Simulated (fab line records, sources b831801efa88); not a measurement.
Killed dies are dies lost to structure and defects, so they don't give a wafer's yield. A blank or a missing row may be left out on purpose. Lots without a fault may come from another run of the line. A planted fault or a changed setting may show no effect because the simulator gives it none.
One fault seen from 2 desks | flow sky130 | each desk has only its own numbers; what lay behind them comes last

THE TOOL OWNER'S DESK: krf_scanner-01
The tool's own readings at SKY_CONTACT_EXPOSE_11 (exposes mask CTM1, target cd 170 nm): means of the sampled wafers that have a number, for each lot that ran on this tool. A lot is out of limits, marked OUT, if its mean lies more than 4 standard deviations from the usual mean; the brackets give that distance.
Columns: A = exposure_dose_mJ_cm2 at SKY_CONTACT_EXPOSE_11, usual 37.83; B = stage_vel_mm_s at SKY_CONTACT_EXPOSE_11, usual 499.96 mm/s
lot  | first seen here | A               | B
L452 | day 32 16:52    | 37.85           | 500.12
L455 | day 33 18:35    | 38.63 (+22) OUT | 499.98
L458 | day 34 20:23    | 38.51 (+19) OUT | 499.87
L462 | day 36 04:42    | 38.34 (+14) OUT | 499.86
This desk's finding: out of limits on L455, L458, L462; first on L455, day 33 18:35 (exposure_dose_mJ_cm2 at SKY_CONTACT_EXPOSE_11). In limits: L452.

THE METROLOGY DESK
What the gauges read, lot by lot, whatever tool the lot ran on: means of the sampled wafers that have a number. A lot is out of limits, marked OUT, if its mean lies more than 4 standard deviations from the usual mean; the brackets give that distance.
Columns: A = CONTACT_CVD_00_THK at SKY_CONTACT_THK_MEAS_01, usual 74.8 nm; B = CONTACT_HDPCVD_THK at SKY_CONTACT_THK_MEAS_03, usual 563 nm; C = CONTACT_BOW at SKY_CONTACT_BOW_MEAS_05, usual 81 um; D = cd_nm at SKY_CONTACT_CD_MEAS_14, usual 169.7 nm; E = CONTACT_OVL at SKY_CONTACT_OVL_MEAS_15, usual -2 nm
lot  | first seen here | A    | B   | C  | D     | E
L450 | day 31 15:36    | 75.2 | 571 | 79 | 168.5 | 4
L452 | day 32 01:07    | 74.5 | 556 | 87 | 170.2 | 1
L454 | day 33 00:04    | 73.8 | 563 | 84 | 170.7 | -2
L455 | day 33 03:33    | 74.5 | 563 | 77 | 173.5 | -15
L456 | day 33 07:37    | 75.0 | 567 | 76 | 172.8 | -8
L458 | day 34 06:05    | 74.7 | 561 | 86 | 173.6 | -1
L462 | day 35 13:34    | 75.9 | 569 | 84 | 172.7 | -1
This desk's finding: nothing out of limits on any of the 7 lots.

PUT TOGETHER
The tool owner's desk could have raised an alarm at day 33 18:35, on L455, L458, L462.
The metrology desk saw nothing out of limits.
The metrology desk has L455, L458, L462 on record, within its limits.
Of the lots named, all ran SKY_CONTACT_EXPOSE_11 on krf_scanner-01.

WHAT THE SIMULATOR HAD PUT IN
Process parameter drift: krf_scanner-01, from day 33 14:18 on, at SKY_CONTACT_EXPOSE_11. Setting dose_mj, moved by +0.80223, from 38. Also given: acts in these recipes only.
Lots struck among those shown: L455, L458, L462.
Hours from the fault's start to each desk's first reading out of limits: the tool owner's desk, 4.
